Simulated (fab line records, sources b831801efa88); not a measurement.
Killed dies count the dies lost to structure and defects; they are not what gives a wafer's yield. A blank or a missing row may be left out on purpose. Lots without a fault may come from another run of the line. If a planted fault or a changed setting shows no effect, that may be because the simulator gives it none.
Which tool was responsible? | flow sky130 | 45 wafers from 15 lots sampled at 4 of the route's 708 steps

WHAT THE GAUGES SHOWED, per wafer
SKY_VT_ADJUST_LVTN_TW_MEAS_21.
lot  | measured     | on            | VT_ADJUST_LVTN_2_TW
L804 | day 7 11:38  | film_metro-02 | 188.0 189.0 189.4
L805 | day 7 19:39  | film_metro-04 | 190.6 189.4 190.2
L807 | day 8 09:57  | film_metro-04 | 188.4 188.3 188.5
L809 | day 9 02:02  | film_metro-01 | 30.1 30.0 30.1
L810 | day 9 06:42  | film_metro-04 | 30.0 30.3 30.2
L811 | day 9 10:14  | film_metro-04 | 30.3 30.2 30.1
L812 | day 9 16:35  | film_metro-04 | 188.5 188.7 189.1
L813 | day 10 01:24 | film_metro-02 | 188.8 188.6 187.4
L816 | day 10 23:02 | film_metro-02 | 187.3 188.2 187.8
L817 | day 11 03:00 | film_metro-01 | 188.6 187.7 186.7
L818 | day 11 09:59 | film_metro-01 | 186.8 187.1 186.7
L821 | day 12 20:30 | film_metro-04 | 188.7 189.2 188.8
L822 | day 13 10:52 | film_metro-04 | 189.9 190.4 189.7
L824 | day 13 23:56 | film_metro-02 | 188.1 189.1 189.0
L826 | day 14 03:38 | film_metro-04 | 189.1 189.1 187.9

SKY_VIA2_BOW_MEAS_03.
lot  | measured     | on            | VIA2_BOW (um)
L804 | day 34 15:11 | film_metro-01 | 100 97 94
L805 | day 35 04:07 | film_metro-02 | 84 85 89
L807 | day 35 22:46 | film_metro-01 | 84 86 81
L812 | day 37 09:07 | film_metro-01 | 71 85 97
L813 | day 37 20:52 | film_metro-02 | 84 73 80
L816 | day 38 20:55 | film_metro-03 | 88 85 101
L817 | day 39 00:54 | film_metro-03 | 78 76 73
L818 | day 39 08:04 | film_metro-02 | 83 80 77
L821 | day 40 22:02 | film_metro-03 | 87 91 89
L822 | day 41 06:44 | film_metro-02 | 94 88 82
L824 | day 42 01:07 | film_metro-01 | 79 80 85
L826 | day 42 01:56 | film_metro-03 | 82 89 69

TOOL THAT RAN EACH LOT (tool first, then ch and the chambers of the sampled wafers, then the start)
lot  | SKY_VT_ADJUST_LVTN_IMPLANT_19   | SKY_VIA1_SPUTTER_20
L804 | implanter-04 ch 0, day 7 11:23  | pvd_sputter-03, day 33 10:01
L805 | implanter-02 ch 0, day 7 19:24  | pvd_sputter-04, day 33 23:30
L807 | implanter-02 ch 0, day 8 09:42  | pvd_sputter-02, day 34 16:56
L809 | implanter-02, day 9 01:47       | -
L810 | implanter-02, day 9 06:27       | -
L811 | implanter-02, day 9 09:59       | -
L812 | implanter-04 ch 0, day 9 16:21  | pvd_sputter-02, day 36 04:49
L813 | implanter-01 ch 0, day 10 01:10 | pvd_sputter-03, day 36 16:24
L816 | implanter-02 ch 0, day 10 22:47 | pvd_sputter-03, day 37 15:35
L817 | implanter-04 ch 0, day 11 02:47 | pvd_sputter-02, day 37 21:10
L818 | implanter-02 ch 0, day 11 09:45 | pvd_sputter-04, day 38 04:44
L821 | implanter-02 ch 0, day 12 20:16 | pvd_sputter-04, day 39 19:19
L822 | implanter-04 ch 0, day 13 10:39 | pvd_sputter-02, day 40 02:59
L824 | implanter-02 ch 0, day 13 23:41 | pvd_sputter-03, day 40 22:11
L826 | implanter-04 ch 0, day 14 03:23 | pvd_sputter-03, day 40 23:10
- SKY_VT_ADJUST_LVTN_IMPLANT_19
- SKY_VIA1_SPUTTER_20: material TiN, target thk 20 nm, time 80 s.

WHAT THE TOOLS THEMSELVES READ (means of the sampled wafers that have a number; where no wafer has one, the mark that the record gives instead)
SKY_VT_ADJUST_LVTN_IMPLANT_19.
lot  | tool         | beam_energy_keV | beam_on_s (s) | end_station_pressure_torr (Torr)
L804 | implanter-04 | 30.000          | 9.97          | 5e-06
L805 | implanter-02 | 30.009          | 9.89          | 5e-06
L807 | implanter-02 | 30.007          | 10.05         | 5e-06
L809 | implanter-02 | -               | -             | -
L810 | implanter-02 | -               | -             | -
L811 | implanter-02 | -               | -             | -
L812 | implanter-04 | 30.004          | 10.04         | 5e-06
L813 | implanter-01 | 30.013          | 9.91          | 5e-06
L816 | implanter-02 | 30.008          | 10.11         | 5e-06
L817 | implanter-04 | 29.999          | 10.29         | 5e-06
L818 | implanter-02 | 30.005          | 9.94          | 5e-06
L821 | implanter-02 | 30.008          | 10.00         | 5e-06
L822 | implanter-04 | 29.991          | 10.20         | 5e-06
L824 | implanter-02 | 30.000          | 9.92          | 5e-06
L826 | implanter-04 | 29.996          | 9.98          | 5e-06

SKY_VIA1_SPUTTER_20.
lot  | tool           | throttle_valve_pct (%)
L804 | pvd_sputter-03 | 29.9
L805 | pvd_sputter-04 | 29.8
L807 | pvd_sputter-02 | 30.5
L812 | pvd_sputter-02 | 29.8
L813 | pvd_sputter-03 | 29.8
L816 | pvd_sputter-03 | 29.1
L817 | pvd_sputter-02 | 29.6
L818 | pvd_sputter-04 | 30.1
L821 | pvd_sputter-04 | 30.1
L822 | pvd_sputter-02 | 29.8
L824 | pvd_sputter-03 | 29.9
L826 | pvd_sputter-03 | 29.4

THE ANSWER, worked out from the rows above alone
Rule: what is usual is taken from the lots themselves. The widest of any qualifying gaps counts: lots, ordered by their means at a reading, are off when they make up no more than a third of the lots, leave a main group of 4 or more, and stand apart from it by 3 or more times the standard deviation of that group's means. The tables above print the reading to a certain number of digits; a main group whose means all agree to those digits is not used. Also off: a lot with no number at a reading for which 4 or more lots have one. The other lots that the step has rows for count as sound. After the gauges, taken in route order, come the tools' own readings; for these a lot's mean is taken, as printed above. The first step at which some lot is off is used, and at that step the reading that is off furthest; a lot without a number counts as furthest.
Off: L809, L810, L811, at SKY_VT_ADJUST_LVTN_TW_MEAS_21 (VT_ADJUST_LVTN_2_TW). Main group: mean 188.6, sd 0.87.
A tool fits if, at a process step before that reading, it ran every lot that is off, and no sound lot after the first of them. Not tried: the gauges at SKY_VT_ADJUST_LVTN_TW_MEAS_21; whatever is off there is also off at SKY_VT_ADJUST_LVTN_IMPLANT_19, on other tools, and gauge error can't account for it. None of those tried fits.

WHAT HAD BEEN PUT IN BY THE SIMULATOR
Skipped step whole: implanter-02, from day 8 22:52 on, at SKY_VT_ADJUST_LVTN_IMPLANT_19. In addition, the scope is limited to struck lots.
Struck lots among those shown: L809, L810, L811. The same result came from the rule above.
